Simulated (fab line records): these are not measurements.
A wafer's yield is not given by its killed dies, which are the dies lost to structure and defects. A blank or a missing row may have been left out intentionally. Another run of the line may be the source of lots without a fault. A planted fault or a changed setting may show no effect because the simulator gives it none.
fab line records	flow sky130
record: lots: 24	wafers: 72	lastDay: 50
route steps=708 shown VIA2@509 METAL3@533 CAPM@541 VIA3@575 CAP2M@606
lots with no fault: from the same line, run without faults
startH: hours from the record's opening day to when the first of the lot's shown wafers began	waitH: hours elapsed since this lot's preceding step	" as in the row above	L1.1+2: several wafers, shown together as one row	- no value present, or no start provided	* or withheld: withheld	< > ~ a bound
route shown NAME@n: names a module that has steps shown in the file, with the first one's number in the route	usual: mean/standard deviation of fault-free wafers	same: alike in all rows	chamber/n: place in a boat	sites: the reading at each site	_std_site: their standard deviation	_edge_site: mean of outer sites minus mean of inner sites	radiusMm: how far each site lies from the wafer's centre	mask NAME#n: copy n	behind: the last tool/chamber to shape the wafer	hold: why the lot was held/for how many hours/how that ended	device: the n, p or np transistor that did not switch	end of line: the route-end tests of the same wafers	for a step that has no rows: nothing shown but its recipe	killed: count of dies lost to structure and defects at first sort (not the wafer's yield)	map: the dies of a wafer, with x for killed, . for not killed, _ for no die there
set.NAME: setting as actually run; set.NAME@STEP: the setting as run at that earlier step	model.NAME: the simulator's own value behind a step, which no gauge read
one table for each step of the route and one row for each wafer, over a sample of lots
services: when a tool's chamber went out of use (startH, in hours from the record's first day, below 0 if earlier), for how many hours, and the reason
== steps ==
step: SKY_VIA2_CMP_02
recipe: material: SiO2	downForcePsi: 4	platenRpm: 60	padVelocityMS: 0.94248
usual: motorCurrentA: 11.5/1.2
lot.wafer	tool	chamber	startH	waitH	motorCurrentA
L075.1	cmp-01	0	833.17	0.1	11.8
L075.4	"	1	"	"	11.3
L075.6	"	3	"	"	10.7
L074.2	cmp-01	0	839.10	0.1	11.2
L074.3	"	1	"	"	11.9
L074.5	"	2	"	"	13.0
L076.1	cmp-01	1	857.80	0.2	12.1
L076.5	"	2	"	"	12.5
L076.6	"	3	"	"	11.2
L077.1	cmp-02	1	858.43	0.1	12.2
L077.2	"	3	"	"	9.2
L077.4	"	0	"	"	11.3
L079.4	cmp-02	2	862.72	0.1	12.1
L079.2	"	3	"	"	9.7
L079.5	"	2	"	"	12.9
L078.3	cmp-02	2	872.17	0.1	11.9
L078.4	"	3	"	"	9.4
L078.6	"	1	"	"	12.8
L084.3	cmp-02	1	917.20	0.1	12.6
L084.2	"	2	"	"	12.6
L084.6	"	0	"	"	11.1
L082.3	cmp-02	3	921.07	0.1	10.0
L082.4	"	0	"	"	11.0
L082.5	"	1	"	"	12.7
L081.4	cmp-02	0	923.02	0.1	10.4
L081.2	"	1	"	"	12.1
L081.6	"	2	"	"	12.6
L085.3	cmp-02	3	925.75	0.1	9.6
L085.6	"	1	"	"	12.8
L085.5	"	2	"	"	12.3
L087.1	cmp-02	1	926.28	0.1	12.5
L087.3	"	2	"	"	11.9
L087.5	"	1	"	"	12.3
L080.4	cmp-02	0	927.40	0.1	10.4
L080.6	"	2	"	"	12.6
L080.5	"	3	"	"	9.1
L086.2	cmp-02	2	928.98	0.1	12.4
L086.5	"	0	"	"	10.7
L086.6	"	1	"	"	12.4
L088.3	cmp-01	2	929.96	0.1	12.7
L088.1	"	3	"	"	11.4
L088.2	"	0	"	"	12.0
L083.2	cmp-01	0	930.66	0.0	11.7
L083.3	"	3	"	"	11.3
L083.5	"	1	"	"	11.7
L089.1	cmp-02	3	930.92	0.1	9.0
L089.3	"	0	"	"	10.3
L089.6	"	0	"	"	10.8
L090.2	cmp-02	2	936.54	0.0	12.6
L090.3	"	3	"	"	9.5
L090.5	"	3	"	"	9.3
L091.2	cmp-02	3	954.55	0.2	9.2
L091.6	"	0	"	"	10.9
L091.5	"	1	"	"	12.4
L092.2	cmp-02	0	958.10	0.0	10.4
L092.1	"	1	"	"	12.5
L092.5	"	1	"	"	13.3
L093.3	cmp-02	1	958.81	0.0	12.4
L093.4	"	3	"	"	9.2
L093.2	"	0	"	"	10.9
L094.3	cmp-01	0	959.53	0.1	12.1
L094.4	"	1	"	"	11.7
L094.5	"	3	"	"	11.0
L095.1	cmp-01	1	966.82	0.1	11.1
L095.3	"	3	"	"	10.9
L095.5	"	0	"	"	11.7
L096.4	cmp-02	0	978.01	0.0	10.4
L096.6	"	0	"	"	10.2
L096.5	"	1	"	"	13.0
L097.2	cmp-02	0	982.46	0.1	11.0
L097.6	"	2	"	"	12.2
L097.5	"	3	"	"	8.9
step: SKY_VIA2_ETCH_14
recipe: chemistry: N2/H2	target: BARC	ionEnergyEv: 200	sourceW: 500	biasW: 100	pressureMtorr: 30	n2FlowSccm: 100	h2FlowSccm: 200	stopOn: SiO2	timeS: 45.9	targetDepthA: 600
usual: drypumpMotorCurrentA: 5.8/0.51	oesProductAu: 0.855/0.0051	throttleValvePct: 13.225/0.008
lot.wafer	tool	chamber	startH	waitH	drypumpMotorCurrentA	oesProductAu	rfHoursCounterH	throttleValvePct
L075.1	rieDiel-04	0	859.21	0.0	4.6	0.857	19	13.229
L075.4	"	3	"	"	6.2	0.853	15	13.242
L075.6	"	0	"	"	4.7	0.858	-	13.240
L074.2	rieDiel-02	2	865.05	0.0	6.1	0.855	14	13.230
L074.3	"	1	"	"	5.5	0.851	17	13.221
L074.5	"	3	"	"	5.8	0.862	-	13.234
L076.1	rieDiel-03	3	884.30	0.0	6.0	0.857	18	13.217
L076.5	"	0	"	"	6.3	0.853	-	13.218
L076.6	"	3	"	"	6.0	0.845	-	13.221
L077.1	rieDiel-02	0	884.95	0.0	5.9	0.850	7	13.228
L077.2	"	1	"	"	5.5	0.849	18	13.229
L077.4	"	3	"	"	5.8	0.851	13	13.231
L079.2	rieDiel-03	1	888.60	0.0	5.1	0.863	6	13.217
L079.4	"	2	"	"	6.1	0.851	18	13.227
L079.5	"	1	"	"	5.1	0.850	-	13.221
L078.3	rieDiel-02	0	898.11	0.0	5.9	0.862	8	13.212
L078.4	"	3	"	"	5.8	0.854	14	13.236
L078.6	"	3	"	"	5.8	0.854	-	13.215
L084.2	rieDiel-04	1	941.26	0.0	6.5	0.860	14	13.205
L084.3	"	2	"	"	5.5	0.857	24	13.233
L084.6	"	3	"	"	6.2	0.851	-	13.221
L082.3	rieDiel-04	0	945.00	0.0	4.7	0.854	21	13.229
L082.4	"	1	"	"	6.5	0.862	14	13.220
L082.5	"	2	"	"	5.5	0.863	-	13.237
L081.2	rieDiel-03	3	947.81	0.0	6.0	0.858	20	13.232
L081.4	"	0	"	"	6.3	0.849	16	13.210
L081.6	"	2	"	"	6.1	0.857	-	13.235
L085.3	rieDiel-03	1	950.65	0.0	5.1	0.858	8	13.214
L085.5	"	1	"	"	5.1	0.858	-	13.231
L085.6	"	0	"	"	6.2	0.858	-	13.240
L087.1	rieDiel-04	1	951.60	0.0	6.6	0.854	14	13.215
L087.3	"	0	"	"	4.7	0.852	21	13.226
L087.5	"	1	"	"	6.5	0.858	-	13.221
L080.4	rieDiel-02	3	952.06	0.0	5.7	0.846	15	13.225
L080.5	"	1	"	"	5.5	0.853	-	13.210
L080.6	"	2	"	"	6.1	0.849	-	13.222
L086.2	rieDiel-02	0	953.24	0.0	5.9	0.854	9	13.220
L086.5	"	2	"	"	6.1	0.859	-	13.226
L086.6	"	3	"	"	5.8	0.853	-	13.223
L088.1	rieDiel-03	1	954.19	0.0	5.1	0.858	8	13.222
L088.2	"	2	"	"	6.1	0.846	20	13.221
L088.3	"	0	"	"	6.3	0.850	16	13.215
L083.2	rieDiel-03	2	955.19	0.0	6.1	0.855	20	13.225
L083.3	"	3	"	"	6.0	0.853	20	13.216
L083.5	"	0	"	"	6.2	0.860	-	13.216
L089.1	rieDiel-04	0	955.65	0.0	4.7	0.858	21	13.225
L089.3	"	3	"	"	6.2	0.848	19	13.213
L089.6	"	2	"	"	5.5	0.850	-	13.223
L090.2	rieDiel-02	0	960.54	0.0	5.9	0.857	9	13.227
L090.3	"	3	"	"	5.8	0.854	15	13.226
L090.5	"	1	"	"	5.6	0.857	-	13.223
L091.2	rieDiel-03	0	978.61	0.0	6.2	0.859	17	13.228
L091.5	"	0	"	"	6.2	0.850	-	13.235
L091.6	"	1	"	"	5.1	0.861	-	13.217
L092.1	rieDiel-04	2	982.61	0.0	5.5	0.869	26	13.218
L092.2	"	0	"	"	4.7	0.854	22	13.223
L092.5	"	2	"	"	5.6	0.851	-	13.226
L093.2	rieDiel-04	1	983.20	0.0	6.5	0.855	15	13.214
L093.3	"	0	"	"	4.7	0.857	22	13.211
L093.4	"	3	"	"	6.2	0.848	20	13.227
L094.3	rieDiel-03	2	983.55	0.0	6.1	0.849	21	13.219
L094.4	"	3	"	"	6.0	0.848	21	13.219
L094.5	"	3	"	"	6.0	0.856	-	13.226
L095.1	rieDiel-04	1	990.45	0.0	6.5	0.854	15	13.216
L095.3	"	2	"	"	5.5	0.863	26	13.225
L095.5	"	1	"	"	6.5	0.853	-	13.249
L096.4	rieDiel-03	2	1002.45	0.0	6.1	0.857	21	13.216
L096.5	"	3	"	"	6.0	0.860	-	13.232
L096.6	"	2	"	"	6.1	0.864	-	13.217
L097.2	rieDiel-03	2	1007.21	0.0	6.1	0.850	22	13.212
L097.5	"	2	"	"	6.1	0.858	-	13.218
L097.6	"	3	"	"	6.0	0.850	-	13.219
step: SKY_METAL3_SPUTTER_01
recipe: material: TiN	targetThkNm: 20	powerW: 6500	timeS: 16.7	chamberPressurePa: 0.4
usual: chamberPressurePa: 0.3999/0.00072	throttleValvePct: 29.3/0.76
lot.wafer	tool	chamber	startH	waitH	chamberPressurePa	throttleValvePct
L075.1	pvdSputter-04	-	860.71	0.0	0.4001	28.6
L075.4	"	-	"	"	0.3994	30.6
L075.6	"	-	"	"	0.3995	29.2
L074.2	pvdSputter-01	-	866.45	0.0	0.3993	30.2
L074.3	"	-	"	"	0.3983	28.4
L074.5	"	-	"	"	0.3994	28.3
L076.1	pvdSputter-01	-	885.72	0.0	0.3998	28.5
L076.5	"	-	"	"	0.4003	28.7
L076.6	"	-	"	"	0.3990	28.6
L077.1	pvdSputter-04	-	886.37	0.0	0.3993	29.3
L077.2	"	-	"	"	0.3996	30.6
L077.4	"	-	"	"	0.4003	28.6
L079.2	pvdSputter-01	-	889.99	0.0	0.4011	28.4
L079.4	"	-	"	"	0.3992	28.4
L079.5	"	-	"	"	0.4006	30.2
L078.3	pvdSputter-02	-	899.50	0.0	0.3983	30.0
L078.4	"	-	"	"	0.4001	28.7
L078.6	"	-	"	"	0.4001	28.8
L084.2	pvdSputter-01	-	942.68	0.0	0.4013	28.7
L084.3	"	-	"	"	0.3997	28.6
L084.6	"	-	"	"	0.3994	28.8
L082.3	pvdSputter-04	-	946.39	0.0	0.3985	30.5
L082.4	"	-	"	"	0.4012	30.7
L082.5	"	-	"	"	0.4004	28.7
L081.2	pvdSputter-01	-	949.25	0.0	0.4002	28.7
L081.4	"	-	"	"	0.4003	28.4
L081.6	"	-	"	"	0.4013	28.7
L085.3	pvdSputter-02	-	952.04	0.0	0.3998	29.6
L085.5	"	-	"	"	0.3992	29.8
L085.6	"	-	"	"	0.4001	29.9
L087.1	pvdSputter-01	-	953.02	0.0	0.3997	30.0
L087.3	"	-	"	"	0.4006	28.6
L087.5	"	-	"	"	0.3994	28.8
L080.4	pvdSputter-02	-	953.46	0.0	0.4005	28.7
L080.5	"	-	"	"	0.3996	29.5
L080.6	"	-	"	"	0.3999	29.7
L086.2	pvdSputter-04	-	954.63	0.0	0.3993	28.6
L086.5	"	-	"	"	0.3985	28.6
L086.6	"	-	"	"	0.3992	29.3
L088.1	pvdSputter-04	-	955.58	0.0	0.3998	30.7
L088.2	"	-	"	"	0.3997	28.5
L088.3	"	-	"	"	0.3996	30.6
L083.2	pvdSputter-04	-	956.58	0.0	0.4000	30.6
L083.3	"	-	"	"	0.4004	30.7
L083.5	"	-	"	"	0.3993	28.7
L089.1	pvdSputter-02	-	957.35	0.0	0.4002	29.5
L089.3	"	-	"	"	0.4005	29.5
L089.6	"	-	"	"	0.4004	29.3
L090.2	pvdSputter-01	-	961.97	0.0	0.3997	28.8
L090.3	"	-	"	"	0.3996	30.2
L090.5	"	-	"	"	0.3996	28.7
L091.2	pvdSputter-02	-	980.36	0.0	0.4014	28.6
L091.5	"	-	"	"	0.3994	29.8
L091.6	"	-	"	"	0.3998	29.6
L092.1	pvdSputter-02	-	984.00	0.0	0.3994	29.7
L092.2	"	-	"	"	0.3998	29.8
L092.5	"	-	"	"	0.3991	29.8
L093.2	pvdSputter-02	-	984.60	0.0	0.3988	29.9
L093.3	"	-	"	"	0.3997	29.6
L093.4	"	-	"	"	0.3999	29.6
L094.3	pvdSputter-04	-	984.95	0.0	0.3997	29.1
L094.4	"	-	"	"	0.4000	28.4
L094.5	"	-	"	"	0.3994	28.7
L095.1	pvdSputter-01	-	991.88	0.0	0.4001	28.9
L095.3	"	-	"	"	0.4001	28.7
L095.5	"	-	"	"	0.4005	28.5
L096.4	pvdSputter-02	-	1003.84	0.0	0.3990	29.7
L096.5	"	-	"	"	0.3997	29.8
L096.6	"	-	"	"	0.3996	30.0
L097.2	pvdSputter-04	-	1008.60	0.0	0.3999	29.3
L097.5	"	-	"	"	0.4000	29.3
L097.6	"	-	"	"	0.4004	28.4
step: SKY_CAPM_THK_MEAS_04
recipe: thkMeasGauge: xrf	reads: TiN_of_CAPM_SPUTTER_02
usual: CAPM_TIN_THK: 201/3.8
lot.wafer	tool	chamber	startH	waitH	CAPM_TIN_THK[nm]
L075.1	filmMetro-03	-	861.15	0.1	197
L075.4	"	-	"	"	197
L075.6	"	-	"	"	203
L074.2	filmMetro-01	-	866.90	0.1	198
L074.3	"	-	"	"	198
L074.5	"	-	"	"	203
L076.1	filmMetro-04	-	886.17	0.1	204
L076.5	"	-	"	"	202
L076.6	"	-	"	"	204
L077.1	filmMetro-04	-	886.82	0.1	197
L077.2	"	-	"	"	197
L077.4	"	-	"	"	199
L079.2	filmMetro-04	-	890.44	0.1	204
L079.4	"	-	"	"	204
L079.5	"	-	"	"	206
L078.3	filmMetro-04	-	899.96	0.1	202
L078.4	"	-	"	"	201
L078.6	"	-	"	"	206
L084.2	filmMetro-01	-	943.14	0.1	199
L084.3	"	-	"	"	197
L084.6	"	-	"	"	192
L082.3	filmMetro-01	-	946.86	0.1	204
L082.4	"	-	"	"	205
L082.5	"	-	"	"	205
L081.2	filmMetro-04	-	949.71	0.1	205
L081.4	"	-	"	"	206
L081.6	"	-	"	"	205
L085.3	filmMetro-01	-	952.51	0.1	197
L085.5	"	-	"	"	197
L085.6	"	-	"	"	200
L087.1	filmMetro-04	-	953.46	0.1	198
L087.3	"	-	"	"	204
L087.5	"	-	"	"	202
L080.4	filmMetro-03	-	953.93	0.1	203
L080.5	"	-	"	"	198
L080.6	"	-	"	"	202
L086.2	filmMetro-03	-	955.08	0.1	203
L086.5	"	-	"	"	197
L086.6	"	-	"	"	201
L088.1	filmMetro-04	-	956.02	0.1	197
L088.2	"	-	"	"	201
L088.3	"	-	"	"	202
L083.2	filmMetro-04	-	957.04	0.1	201
L083.3	"	-	"	"	200
L083.5	"	-	"	"	199
L089.1	filmMetro-01	-	957.79	0.1	199
L089.3	"	-	"	"	202
L089.6	"	-	"	"	197
L090.2	filmMetro-01	-	962.42	0.1	195
L090.3	"	-	"	"	199
L090.5	"	-	"	"	195
L091.2	filmMetro-04	-	980.81	0.1	204
L091.5	"	-	"	"	198
L091.6	"	-	"	"	204
L092.1	filmMetro-03	-	984.44	0.1	196
L092.2	"	-	"	"	202
L092.5	"	-	"	"	201
L093.2	filmMetro-01	-	985.05	0.1	197
L093.3	"	-	"	"	203
L093.4	"	-	"	"	203
L094.3	filmMetro-04	-	985.41	0.1	204
L094.4	"	-	"	"	202
L094.5	"	-	"	"	203
L095.1	filmMetro-04	-	992.32	0.1	204
L095.3	"	-	"	"	202
L095.5	"	-	"	"	207
L096.4	filmMetro-04	-	1004.36	0.1	195
L096.5	"	-	"	"	196
L096.6	"	-	"	"	199
L097.2	filmMetro-04	-	1009.07	0.1	208
L097.5	"	-	"	"	207
L097.6	"	-	"	"	207
step: SKY_VIA3_CMP_02
recipe: material: SiO2	downForcePsi: 4	platenRpm: 60	padVelocityMS: 0.94248
usual: motorCurrentA: 11.5/1
lot.wafer	tool	chamber	startH	waitH	motorCurrentA
L075.4	cmp-01	1	913.97	0.0	11.8
L075.1	"	2	"	"	12.8
L075.6	"	2	"	"	12.4
L074.2	cmp-01	3	918.10	0.0	10.5
L074.3	"	1	"	"	11.9
L074.5	"	0	"	"	11.8
L076.1	cmp-02	0	937.02	0.1	10.3
L076.6	"	2	"	"	12.4
L076.5	"	3	"	"	9.5
L077.2	cmp-01	1	937.54	0.1	11.9
L077.4	"	2	"	"	12.4
L077.1	"	3	"	"	10.7
L079.4	cmp-02	1	941.53	0.1	13.2
L079.2	"	2	"	"	12.1
L079.5	"	3	"	"	9.6
L078.3	cmp-01	1	950.04	0.0	12.3
L078.4	"	2	"	"	12.7
L078.6	"	2	"	"	12.1
L084.3	cmp-02	3	992.75	0.0	9.7
L084.2	"	1	"	"	12.8
L084.6	"	0	"	"	10.2
L082.3	cmp-01	1	996.82	0.0	11.9
L082.4	"	3	"	"	10.7
L082.5	"	1	"	"	12.0
L081.2	cmp-01	0	1000.19	0.0	11.1
L081.4	"	1	"	"	11.3
L081.6	"	1	"	"	11.9
L085.3	cmp-01	1	1001.80	0.2	11.3
L085.6	"	2	"	"	12.7
L085.5	"	3	"	"	11.6
L087.3	cmp-02	1	1003.30	0.1	12.4
L087.1	"	2	"	"	12.1
L087.5	"	0	"	"	11.0
L080.4	cmp-01	3	1003.34	0.0	10.3
L080.6	"	3	"	"	10.7
L080.5	"	0	"	"	12.0
L086.2	cmp-01	2	1005.09	0.2	12.5
L086.5	"	2	"	"	12.4
L086.6	"	3	"	"	11.0
L088.2	cmp-02	2	1005.19	0.0	12.6
L088.1	"	0	"	"	11.0
L088.3	"	1	"	"	12.8
L083.3	cmp-02	0	1005.69	0.0	10.9
L083.2	"	1	"	"	12.7
L083.5	"	1	"	"	12.6
L089.1	cmp-01	0	1007.65	0.1	11.6
L089.3	"	1	"	"	12.0
L089.6	"	0	"	"	11.7
L090.3	cmp-02	0	1012.27	0.1	10.5
L090.2	"	2	"	"	12.8
L090.5	"	0	"	"	10.1
L091.2	cmp-01	3	1030.24	0.2	10.8
L091.6	"	0	"	"	11.7
L091.5	"	1	"	"	11.7
L092.1	cmp-01	0	1033.86	0.1	12.1
L092.2	"	1	"	"	11.5
L092.5	"	1	"	"	12.6
L093.3	cmp-02	0	1034.01	0.0	11.4
L093.4	"	1	"	"	12.8
L093.2	"	2	"	"	12.1
L094.3	cmp-01	1	1034.86	0.0	11.6
L094.4	"	3	"	"	11.0
L094.5	"	2	"	"	12.1
L095.3	cmp-01	3	1040.34	0.0	10.9
L095.1	"	1	"	"	12.5
L095.5	"	0	"	"	11.4
L096.4	cmp-02	3	1051.39	0.2	9.5
L096.5	"	0	"	"	10.3
L096.6	"	1	"	"	13.2
L097.2	cmp-02	3	1057.03	0.1	9.3
L097.6	"	1	"	"	12.4
L097.5	"	2	"	"	12.0
step: SKY_CAP2M_RS_MEAS_03
recipe: thkMeasGauge: four-point-probe	reads: TiN_of_CAP2M_SPUTTER_02
usual: CAP2M_TIN_RS: 6.87/0.1
lot.wafer	tool	chamber	startH	waitH	CAP2M_TIN_RS[ohm/sq]
L075.1	filmMetro-02	-	941.21	0.1	6.84
L075.4	"	-	"	"	6.91
L075.6	"	-	"	"	6.85
L074.2	filmMetro-02	-	944.35	0.1	6.94
L074.3	"	-	"	"	6.88
L074.5	"	-	"	"	6.92
L076.1	filmMetro-04	-	963.28	0.1	6.83
L076.5	"	-	"	"	6.80
L076.6	"	-	"	"	6.82
L077.1	filmMetro-02	-	963.94	0.1	6.87
L077.2	"	-	"	"	7.10
L077.4	"	-	"	"	6.90
L079.2	filmMetro-04	-	966.60	0.1	7.01
L079.4	"	-	"	"	7.12
L079.5	"	-	"	"	7.05
L078.3	filmMetro-01	-	976.02	0.1	6.72
L078.4	"	-	"	"	6.75
L078.6	"	-	"	"	6.72
L084.2	filmMetro-02	-	1019.22	0.1	7.07
L084.3	"	-	"	"	7.03
L084.6	"	-	"	"	7.00
L082.3	filmMetro-02	-	1021.94	0.1	6.91
L082.4	"	-	"	"	6.98
L082.5	"	-	"	"	6.99
L081.2	filmMetro-02	-	1026.72	0.1	6.75
L081.4	"	-	"	"	6.92
L081.6	"	-	"	"	6.80
L085.3	filmMetro-04	-	1027.99	0.1	6.90
L085.5	"	-	"	"	6.87
L085.6	"	-	"	"	6.88
L087.1	filmMetro-01	-	1029.54	0.1	6.84
L087.3	"	-	"	"	6.89
L087.5	"	-	"	"	7.07
L080.4	filmMetro-04	-	1029.81	0.1	6.94
L080.5	"	-	"	"	6.93
L080.6	"	-	"	"	6.84
L086.2	filmMetro-01	-	1031.44	0.1	6.87
L086.5	"	-	"	"	6.92
L086.6	"	-	"	"	6.93
L088.1	filmMetro-01	-	1032.01	0.1	6.84
L088.2	"	-	"	"	6.77
L088.3	"	-	"	"	7.01
L083.2	filmMetro-04	-	1032.14	0.1	6.82
L083.3	"	-	"	"	6.77
L083.5	"	-	"	"	6.78
L089.1	filmMetro-01	-	1033.83	0.1	6.86
L089.3	"	-	"	"	6.96
L089.6	"	-	"	"	6.84
L090.2	filmMetro-01	-	1038.04	0.1	6.85
L090.3	"	-	"	"	6.79
L090.5	"	-	"	"	6.81
L091.2	filmMetro-01	-	1053.48	0.1	6.80
L091.5	"	-	"	"	6.67
L091.6	"	-	"	"	6.67
L092.1	filmMetro-04	-	1058.18	0.1	6.78
L092.2	"	-	"	"	6.77
L092.5	"	-	"	"	6.84
L093.2	filmMetro-04	-	1058.53	0.1	6.86
L093.3	"	-	"	"	6.78
L093.4	"	-	"	"	6.83
L094.3	filmMetro-01	-	1058.60	0.1	6.91
L094.4	"	-	"	"	6.89
L094.5	"	-	"	"	6.85
L095.1	filmMetro-04	-	1064.77	0.1	6.91
L095.3	"	-	"	"	6.91
L095.5	"	-	"	"	6.85
L096.4	filmMetro-01	-	1075.05	0.1	6.91
L096.5	"	-	"	"	6.92
L096.6	"	-	"	"	6.97
L097.2	filmMetro-04	-	1080.15	0.1	6.77
L097.5	"	-	"	"	6.72
L097.6	"	-	"	"	6.85
== services ==
tool	chamber	startH	hours	kind
rieDiel-04	1	821.09	10.4	repair
pvdSputter-02	-	821.41	2.0	repair
pvdSputter-02	-	821.73	11.6	repair
pvdSputter-02	-	822.40	1.7	repair
rieDiel-03	0	834.21	7.7	repair
cmp-01	-	858.31	3.7	repair
cmp-01	-	862.04	4.6	pm
cmp-01	-	866.02	2.0	repair
cmp-02	-	867.57	0.9	repair
pvdSputter-02	-	869.93	4.5	repair
cmp-01	-	875.18	1.0	repair
rieDiel-04	0	885.38	18.9	repair
cmp-01	-	897.88	1.5	repair
pvdSputter-02	-	901.96	2.5	repair
cmp-02	-	912.00	4.0	pm
rieDiel-03	1	935.57	2.7	repair
pvdSputter-04	-	950.12	4.0	repair
cmp-02	-	969.77	1.9	repair
cmp-02	-	971.05	1.2	repair
pvdSputter-04	-	974.44	1.5	repair
cmp-01	-	975.64	4.8	pm
rieDiel-03	3	988.73	6.5	repair
pvdSputter-02	-	990.80	6.4	repair
rieDiel-03	-	1004.10	2.8	pm
== key ==
fault none
